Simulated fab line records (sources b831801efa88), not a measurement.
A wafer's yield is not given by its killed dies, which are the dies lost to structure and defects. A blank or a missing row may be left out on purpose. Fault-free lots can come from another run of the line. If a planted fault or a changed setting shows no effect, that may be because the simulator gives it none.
fab line records -- flow sky130
[record] lots = 6, wafers = 18, lastDay = 50
route steps=708 shown SD_N@344 PAD_OPEN@708
lots with no fault: from the same line, run without faults
startH: hours from the record's first day to the start of the lot's first wafer shown -- waitH: hours since the lot's step before -- " same as the row above -- L1.1+2: a single row standing in for several wafers -- - either no value or no given start -- * or withheld: withheld -- < > ~ a bound
route shown NAME@n: names a module that has steps shown in the file, with the first one's number in the route -- usual: mean/standard deviation taken from wafers without a fault -- same: alike in all rows -- chamber/n: place in a boat -- sites: readings site by site -- _std_site: the values' standard deviation -- _edge_site: inner sites' mean taken away from outer sites' mean -- radiusMm: how far each site lies from the wafer's centre -- mask NAME#n: copy n -- behind: tool/chamber where the wafer was last shaped -- hold: why the lot went on hold/how many hours it stayed there/how the hold came to an end -- device: names the non-switching transistor (n, p or np) -- end of line: the same wafers' tests at the end of the route -- a step given without rows: its recipe and nothing more -- killed: count of dies lost to structure and defects at first sort (not the wafer's yield) -- map: shows each die of a wafer: x if killed, . if not, _ if none is there
set.NAME: the setting the step ran with; set.NAME@STEP: the setting that earlier step ran with -- model.NAME: the simulator's own value behind a step, which no gauge read
lots at selected steps of the route; one table per step, one row per wafer
services: from which hour (startH, from the record's first day; less than 0 if before it) a tool's chamber was out of use, for how many hours, and why
[[steps]]
[step SKY_SD_N_COAT_02]
[recipe] resist = NOVOLAK, spinRpm = 3000, resistThkNm = 1140
[step SKY_SD_N_SOFTBAKE_03]
[recipe] tempC = 90, timeS = 60, resist = NOVOLAK
[step SKY_SD_N_EXPOSE_04]
[recipe] maskId = NSDM, na = 0.6, sourceShape = conventional, sigmaOuter = 0.6, polarization = unpolarized, targetCdNm = 380, doseMj = 141
[step SKY_SD_N_PEB_05]
[recipe] tempC = withheld, timeS = *, resist = NOVOLAK
[step SKY_SD_N_DEVELOP_06]
[recipe] resist = NOVOLAK, developer = TMAH, developTimeS = 60, devTempC = 23
[step SKY_SD_N_CD_MEAS_07]
[recipe] targetCdNm = 380
[usual] cdNm = 377.8/2.4
lot.wafer,tool,chamber,startH,waitH,cdNm
L649.1,cdSem-02,-,724.26,0.1,379.8
L649.2,cdSem-02,-,724.26,0.1,377.0
L649.3,cdSem-02,-,724.26,0.1,379.9
L652.1,cdSem-01,-,746.67,0.1,376.0
L652.4,cdSem-01,-,746.67,0.1,378.4
L652.5,cdSem-01,-,746.67,0.1,376.1
L653.1,cdSem-02,-,757.81,0.1,378.1
L653.4,cdSem-02,-,757.81,0.1,378.9
L653.6,cdSem-02,-,757.81,0.1,380.7
L655.2,cdSem-01,-,769.93,0.1,377.5
L655.5,cdSem-01,-,769.93,0.1,379.3
L655.6,cdSem-01,-,769.93,0.1,378.3
L656.3,cdSem-02,-,772.76,0.1,372.2
L656.4,cdSem-02,-,772.76,0.1,373.7
L656.6,cdSem-02,-,772.76,0.1,371.3
L663.3,cdSem-02,-,829.76,0.1,379.1
L663.5,cdSem-02,-,829.76,0.1,376.9
L663.6,cdSem-02,-,829.76,0.1,377.4
[step SKY_SD_N_OVL_MEAS_08]
[usual] SD_N_OVL = -0.6/1.7
lot.wafer,tool,chamber,startH,waitH,SD_N_OVL[nm]
L649.1,overlay-01,-,724.38,0.1,-1.2
L649.2,overlay-01,-,724.38,0.1,-2.2
L649.3,overlay-01,-,724.38,0.1,0.7
L652.1,overlay-02,-,746.79,0.1,-3.2
L652.4,overlay-02,-,746.79,0.1,-1.9
L652.5,overlay-02,-,746.79,0.1,-1.7
L653.1,overlay-02,-,757.93,0.1,-0.8
L653.4,overlay-02,-,757.93,0.1,-0.8
L653.6,overlay-02,-,757.93,0.1,0.9
L655.2,overlay-02,-,770.04,0.1,-1.2
L655.5,overlay-02,-,770.04,0.1,-0.5
L655.6,overlay-02,-,770.04,0.1,-0.9
L656.3,overlay-02,-,772.85,0.1,-1.1
L656.4,overlay-02,-,772.85,0.1,0.0
L656.6,overlay-02,-,772.85,0.1,-0.4
L663.3,overlay-01,-,829.85,0.1,-1.1
L663.5,overlay-01,-,829.85,0.1,-0.7
L663.6,overlay-01,-,829.85,0.1,-1.6
[step SKY_SD_N_IMPLANT_09]
[recipe] species = As, energyKev = 50, doseCm2 = 4e+15, tiltDeg = 0
[step SKY_SD_N_IMPLANT_10]
[recipe] species = P, energyKev = 20, doseCm2 = 1e+14, tiltDeg = 0
[step SKY_SD_N_STRIP_11]
[recipe] chemistry = O2/N2, powerW = 1400, pressureMtorr = 1500, platenTempC = withheld, o2FlowSccm = 3000, n2FlowSccm = 300, overashFraction = 0.5
[usual] drypumpMotorCurrentA = 5.8/0.55, o2FlowSccm = 3001/8.3, oesProductAu = 0.527/0.005, stripTimeToEndpointS = 22.57/0.047
lot.wafer,tool,chamber,startH,waitH,drypumpMotorCurrentA,o2FlowSccm,oesProductAu,rfHoursCounterH,stripTimeToEndpointS
L649.1,plasmaAsher-02,1,724.72,0.1,5.5,2989,0.523,25,22.61
L649.2,plasmaAsher-02,0,724.72,0.1,4.9,3015,0.529,25,22.59
L649.3,plasmaAsher-02,1,724.72,0.1,5.6,3019,0.525,-,22.59
L652.1,plasmaAsher-01,1,747.13,0.1,5.5,3011,0.531,65,22.56
L652.4,plasmaAsher-01,1,747.13,0.1,5.5,2996,0.527,-,22.56
L652.5,plasmaAsher-01,1,747.13,0.1,5.5,3003,0.527,-,22.54
L653.1,plasmaAsher-01,0,758.27,0.1,6.7,3004,0.519,66,22.50
L653.4,plasmaAsher-01,0,758.27,0.1,6.6,2993,0.523,-,22.51
L653.6,plasmaAsher-01,1,758.27,0.1,5.5,2987,0.529,-,22.50
L655.2,plasmaAsher-01,1,770.37,0.1,5.5,3000,0.529,68,22.66
L655.5,plasmaAsher-01,1,770.37,0.1,5.5,3002,0.529,-,22.61
L655.6,plasmaAsher-01,0,770.37,0.1,6.6,3017,0.521,-,22.68
L656.3,plasmaAsher-01,0,773.21,0.1,6.6,3005,0.518,-,22.52
L656.4,plasmaAsher-01,1,773.21,0.1,5.5,3000,0.525,-,22.53
L656.6,plasmaAsher-01,1,773.21,0.1,5.4,3005,0.532,-,22.54
L663.3,plasmaAsher-04,1,830.21,0.1,6.1,3000,0.528,-,22.55
L663.5,plasmaAsher-04,0,830.21,0.1,5.8,3007,0.528,-,22.61
L663.6,plasmaAsher-04,1,830.21,0.1,6.1,2997,0.528,-,22.60
[step SKY_SD_N_TW_MEAS_12]
[usual] SD_N_TW = 3978/43
lot.wafer,tool,chamber,startH,waitH,SD_N_TW
L649.1,filmMetro-04,-,724.82,0.1,3920
L649.2,filmMetro-04,-,724.82,0.1,3925
L649.3,filmMetro-04,-,724.82,0.1,3916
L652.1,filmMetro-04,-,747.23,0.1,3961
L652.4,filmMetro-04,-,747.23,0.1,3963
L652.5,filmMetro-04,-,747.23,0.1,3972
L653.1,filmMetro-04,-,758.37,0.1,3967
L653.4,filmMetro-04,-,758.37,0.1,3966
L653.6,filmMetro-04,-,758.37,0.1,3966
L655.2,filmMetro-02,-,770.48,0.1,4006
L655.5,filmMetro-02,-,770.48,0.1,4023
L655.6,filmMetro-02,-,770.48,0.1,4005
L656.3,filmMetro-02,-,773.30,0.1,3982
L656.4,filmMetro-02,-,773.30,0.1,3966
L656.6,filmMetro-02,-,773.30,0.1,3984
L663.3,filmMetro-02,-,830.30,0.1,3992
L663.5,filmMetro-02,-,830.30,0.1,3984
L663.6,filmMetro-02,-,830.30,0.1,3983
[step SKY_SD_N_CLEAN_13]
[recipe] chemistry = SC1/SC2, mix = 1:4:20, tempC = 70, timeS = 150, dry = n2Spin
[step SKY_SD_N_RTA_14]
[recipe] tempC = 1075, timeS = 2, idleTempC = 650, rampUpCPerS = 150, rampDownCPerS = 90, ambient = N2
[usual] chamberO2Ppm = 2.000/0.024, lampPowerPct = 15.74/0.054, rampUpCPerS = 150.00/0.029, wafer_temp_C_max = 1078.1/1.4
lot.wafer,tool,chamber,startH,waitH,chamberO2Ppm,lampPowerPct,rampUpCPerS,wafer_temp_C_max
L649.1,rtpAnneal-02,0,724.93,0.0,2.019,15.64,149.99,1079.6
L649.2,rtpAnneal-02,0,724.93,0.0,1.995,15.64,150.04,1077.2
L649.3,rtpAnneal-02,0,724.93,0.0,1.995,15.71,150.03,1078.2
L652.1,rtpAnneal-01,0,747.34,0.0,1.953,15.88,150.02,1079.1
L652.4,rtpAnneal-01,0,747.34,0.0,1.989,15.64,150.01,1078.6
L652.5,rtpAnneal-01,0,747.34,0.0,2.005,15.74,149.96,1077.6
L653.1,rtpAnneal-02,0,758.48,0.0,2.001,15.78,44.999,1077.3
L653.4,rtpAnneal-02,0,758.48,0.0,2.026,15.74,44.990,1077.5
L653.6,rtpAnneal-02,0,758.48,0.0,2.015,15.71,44.996,1076.8
L655.2,rtpAnneal-02,0,770.59,0.0,2.017,15.79,45.049,1079.6
L655.5,rtpAnneal-02,0,770.59,0.0,2.015,15.76,44.992,1080.0
L655.6,rtpAnneal-02,0,770.59,0.0,1.996,15.70,44.981,1078.4
L656.3,rtpAnneal-01,0,773.40,0.0,2.022,15.74,150.01,1077.4
L656.4,rtpAnneal-01,0,773.40,0.0,2.010,15.71,149.99,1077.0
L656.6,rtpAnneal-01,0,773.40,0.0,1.985,15.75,149.95,1077.1
L663.3,rtpAnneal-02,0,830.41,0.0,2.022,15.71,149.93,1077.9
L663.5,rtpAnneal-02,0,830.41,0.0,2.016,15.77,150.01,1076.4
L663.6,rtpAnneal-02,0,830.41,0.0,1.984,15.67,150.04,1076.5
[step SKY_PAD_OPEN_PROBE_99]
[usual] killed_at_M0_to_M3 = 44/6.9, killed_at_M4_up = 3.3/2, killedAtContacts = 25/5.4, killedAtFrontEnd = 16/4.6, killedAtOther = 0.2/0.51, killedDies = 88/8.9, killedOpen = 48/6.8, killedShort = 39/5.8
[same] grossDies = 492, killedAtBackSide = 0
lot.wafer,tool,chamber,startH,waitH,killed_at_M0_to_M3,killed_at_M4_up,killedAtContacts,killedAtFrontEnd,killedAtOther,killedDies,killedOpen,killedShort,model.etest.resXhighPo.lineOhmUm,model.etest.resXhighPo.rsOhmSq,model.etest.resPdiff.lineOhmUm,model.etest.resHighPo.lineOhmUm,model.etest.liconHighPo.rcOhm,model.etest.resHighPo.rsOhmSq,model.etest.resPdiffHv.rsOhmSq,model.etest.resPdiff.rsOhmSq
L649.1,prober-01,-,1135.61,0.1,49,7,20,9,0,85,47,34,5563,1964,1366,728.8,339.6,258.6,193.2,201
L649.2,prober-01,-,1135.66,0.1,42,7,25,16,0,90,50,39,5634,1909,1334,738.3,332.6,253.9,193.6,197.7
L649.3,prober-01,-,1135.71,0.2,51,4,16,14,0,85,48,37,5456,1910,1392,711.7,338.8,252.1,193.8,201
L652.1,prober-02,-,1146.21,0.1,36,6,26,18,0,86,52,34,5628,1985,1364,741.5,357.6,262.9,194.3,198.7
L652.4,prober-02,-,1146.36,0.2,50,2,23,13,2,90,47,43,5670,1962,1314,751,357.4,257.4,192.9,200.4
L652.5,prober-02,-,1146.41,0.2,43,1,21,22,0,87,48,39,5525,1918,1360,735.6,344,255.4,193.3,199.4
L653.1,prober-01,-,1153.63,0.1,47,2,20,16,2,87,51,36,5230,1805,1316,689.2,294.8,242,183.3,190.1
L653.4,prober-01,-,1153.78,0.2,44,1,16,16,0,77,47,30,5061,1796,1326,699.1,297.3,242.3,181.8,188.1
L653.6,prober-01,-,1153.88,0.2,45,3,22,14,0,84,46,38,5166,1807,1324,689.2,313.3,243.2,181.9,189.4
L655.2,prober-01,-,1163.44,0.1,41,3,30,23,0,97,57,40,5080,1791,1280,685.9,310.8,241.4,180.6,186.4
L655.5,prober-01,-,1163.59,0.2,42,5,25,13,0,85,50,35,4956,1754,1326,661.3,316.4,237.5,181.6,186.9
L655.6,prober-01,-,1163.64,0.2,54,4,24,14,0,96,45,51,5010,1745,1282,677.7,304.6,235.8,180.8,186.4
L656.3,prober-02,-,1169.50,0.2,40,6,29,15,0,90,47,43,5705,2017,1351,729.1,348.5,263.2,189.8,194.7
L656.4,prober-02,-,1169.55,0.2,41,3,21,9,0,74,38,36,5389,1882,1411,727,344.8,255.9,190.7,194.9
L656.6,prober-02,-,1169.65,0.2,40,2,17,17,0,76,38,38,5474,1951,1384,742.9,350.3,260.5,189.1,192.4
L663.3,prober-02,-,1201.31,0.2,51,7,36,9,0,103,60,43,5510,1902,1312,711.1,314.2,252.8,189.9,195.7
L663.5,prober-02,-,1201.41,0.2,34,3,42,17,0,96,47,48,5733,2002,1331,745.9,355.5,258.1,189.1,194.8
L663.6,prober-02,-,1201.46,0.2,37,2,31,7,0,77,54,23,5511,1905,1341,738.3,341.2,252.1,188.2,195.6
// killed by level:class
L649.1 VIA1:geometricParticle:open=13 LI_CONTACT:geometricParticle:open=10 METAL1:geometricParticle:short=7 CONTACT:geometricParticle:open=6 VIA3:geometricParticle:open=6 FIELD_ISO:geometricParticle:open=5 METAL2:geometricParticle:short=5 VIA1:geometricParticle:short=5
L649.2 VIA1:geometricParticle:open=15 CONTACT:geometricParticle:open=11 FIELD_ISO:geometricParticle:open=8 VIA1:geometricParticle:short=7 METAL4:geometricParticle:short=6 LI_CONTACT:geometricParticle:open=6 METAL1:geometricParticle:short=5 METAL2:geometricParticle:short=4
L649.3 VIA1:geometricParticle:open=12 METAL1:geometricParticle:short=8 VIA2:geometricParticle:open=8 VIA3:geometricParticle:open=7 FIELD_ISO:geometricParticle:open=6 LI_CONTACT:geometricParticle:open=4 CONTACT:geometricParticle:short=4 VIA3:geometricParticle:short=3
L652.1 CONTACT:geometricParticle:open=9 VIA2:geometricParticle:open=8 VIA1:geometricParticle:open=7 VIA3:geometricParticle:open=7 FIELD_ISO:geometricParticle:short=6 LOCAL_INTERCONNECT:geometricParticle:short=6 LI_CONTACT:geometricParticle:open=6 FIELD_ISO:geometricParticle:open=5
L652.4 CONTACT:geometricParticle:open=10 METAL1:geometricParticle:short=9 LI_CONTACT:geometricParticle:open=8 VIA1:geometricParticle:open=8 VIA3:geometricParticle:open=7 METAL2:geometricParticle:short=7 VIA2:geometricParticle:open=5 VIA2:geometricParticle:short=4
L652.5 VIA1:geometricParticle:open=13 FIELD_ISO:geometricParticle:open=7 VIA1:geometricParticle:short=7 FIELD_ISO:geometricParticle:short=6 VIA2:geometricParticle:open=6 LOCAL_INTERCONNECT:geometricParticle:short=5 CONTACT:geometricParticle:short=5 VIA3:geometricParticle:open=5
L653.1 VIA1:geometricParticle:open=15 CONTACT:geometricParticle:open=7 METAL2:geometricParticle:short=7 POLY_GATE:geometricParticle:open=6 LI_CONTACT:geometricParticle:open=5 VIA3:geometricParticle:open=5 VIA2:geometricParticle:open=4 FIELD_ISO:geometricParticle:open=3
L653.4 VIA1:geometricParticle:open=15 CONTACT:geometricParticle:open=8 POLY_GATE:geometricParticle:open=6 VIA2:geometricParticle:open=6 POLY_GATE:geometricParticle:short=5 LI_CONTACT:geometricParticle:open=4 VIA1:geometricParticle:short=4 METAL3:geometricParticle:short=3
L653.6 VIA1:geometricParticle:open=11 CONTACT:geometricParticle:open=8 VIA2:geometricParticle:open=7 VIA1:geometricParticle:short=6 METAL2:geometricParticle:short=6 POLY_GATE:geometricParticle:open=5 LOCAL_INTERCONNECT:geometricParticle:short=5 METAL1:geometricParticle:short=5
L655.2 VIA1:geometricParticle:open=14 CONTACT:geometricParticle:open=13 VIA3:geometricParticle:open=7 LI_CONTACT:geometricParticle:short=6 FIELD_ISO:geometricParticle:short=5 POLY_GATE:geometricParticle:open=5 LOCAL_INTERCONNECT:geometricParticle:short=5 FIELD_ISO:geometricParticle:open=4
L655.5 VIA1:geometricParticle:open=12 CONTACT:geometricParticle:open=10 LI_CONTACT:geometricParticle:open=7 VIA3:geometricParticle:open=7 VIA3:geometricParticle:short=6 FIELD_ISO:geometricParticle:short=5 METAL1:geometricParticle:short=5 FIELD_ISO:geometricParticle:open=4
L655.6 VIA1:geometricParticle:open=15 CONTACT:geometricParticle:short=8 METAL3:geometricParticle:short=7 VIA3:geometricParticle:open=6 LI_CONTACT:geometricParticle:open=6 VIA1:geometricParticle:short=6 VIA2:geometricParticle:short=6 VIA3:geometricParticle:short=6
L656.3 CONTACT:geometricParticle:open=10 CONTACT:geometricParticle:short=7 VIA1:geometricParticle:open=7 VIA2:geometricParticle:open=7 LI_CONTACT:geometricParticle:open=6 VIA1:geometricParticle:short=6 METAL4:geometricParticle:short=6 FIELD_ISO:geometricParticle:open=5
L656.4 VIA2:geometricParticle:open=9 VIA3:geometricParticle:open=8 CONTACT:geometricParticle:open=7 VIA1:geometricParticle:open=5 CONTACT:geometricParticle:short=5 VIA3:geometricParticle:short=5 LI_CONTACT:geometricParticle:open=4 METAL2:geometricParticle:short=4
L656.6 METAL1:geometricParticle:short=7 VIA1:geometricParticle:open=7 FIELD_ISO:geometricParticle:open=6 CONTACT:geometricParticle:open=6 VIA2:geometricParticle:open=6 LOCAL_INTERCONNECT:geometricParticle:short=4 VIA1:geometricParticle:short=4 VIA2:geometricParticle:short=4
L663.3 CONTACT:geometricParticle:open=16 VIA1:geometricParticle:open=12 LI_CONTACT:geometricParticle:open=8 VIA2:geometricParticle:open=7 VIA3:geometricParticle:open=7 METAL3:geometricParticle:short=6 METAL4:geometricParticle:short=6 CONTACT:geometricParticle:short=5
L663.5 CONTACT:geometricParticle:open=15 LOCAL_INTERCONNECT:geometricParticle:short=8 LI_CONTACT:geometricParticle:open=7 VIA1:geometricParticle:open=7 POLY_GATE:geometricParticle:short=6 FIELD_ISO:geometricParticle:short=5 LI_CONTACT:geometricParticle:short=5 CONTACT:geometricParticle:short=5
L663.6 CONTACT:geometricParticle:open=12 VIA1:geometricParticle:open=11 VIA3:geometricParticle:open=10 LI_CONTACT:geometricParticle:open=9 VIA2:geometricParticle:open=5 CONTACT:geometricParticle:short=4 METAL3:geometricParticle:short=4 POLY_GATE:geometricParticle:open=3
[[services]]
tool,chamber,startH,hours,kind
plasmaAsher-01,-,705.27,3.0,repair
plasmaAsher-04,-,733.75,9.0,pm
plasmaAsher-04,0,733.75,9.0,ventCycle
plasmaAsher-04,1,733.75,9.0,ventCycle
plasmaAsher-04,0,742.75,-,clean
plasmaAsher-04,1,742.75,-,clean
rtpAnneal-02,-,795.06,3.6,pm
plasmaAsher-01,-,811.22,5.8,repair
[[key]]
[firstSign] step = SKY_SD_N_RTA_14, reading = rampUpCPerS, direction = down, sigmas = 99+, usual = 150.00, struck = 45.001
effect none on later readings
[modelEffect] step = SKY_PAD_OPEN_PROBE_99, value = etest.resXhighPo.lineOhmUm, without = 5705, struck = 5084
metAt SKY_SD_N_RTA_14
struckWafers L653.1,L653.4,L653.6,L655.2,L655.5,L655.6
testerLeftOut L653,L655
onsetBetween 724.93 758.48
[fault] kind = processParameterDrift, tool = rtpAnneal-02, chamber = -, onsetH = 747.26, steps = SKY_SD_N_RTA_14, channel = rampUpCPerS, offset = -105, shape = step, endH = 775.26, actsIn = theseRecipesOnly, stated = 150
// testerLeftOut: of these lots the tester's yield and bins aren't shown, on N5 and GAA mostly nor the transistor test; their killed dies are dies lost to structure and defects alone, not to doping, threshold or leakage, so they don't give the yield
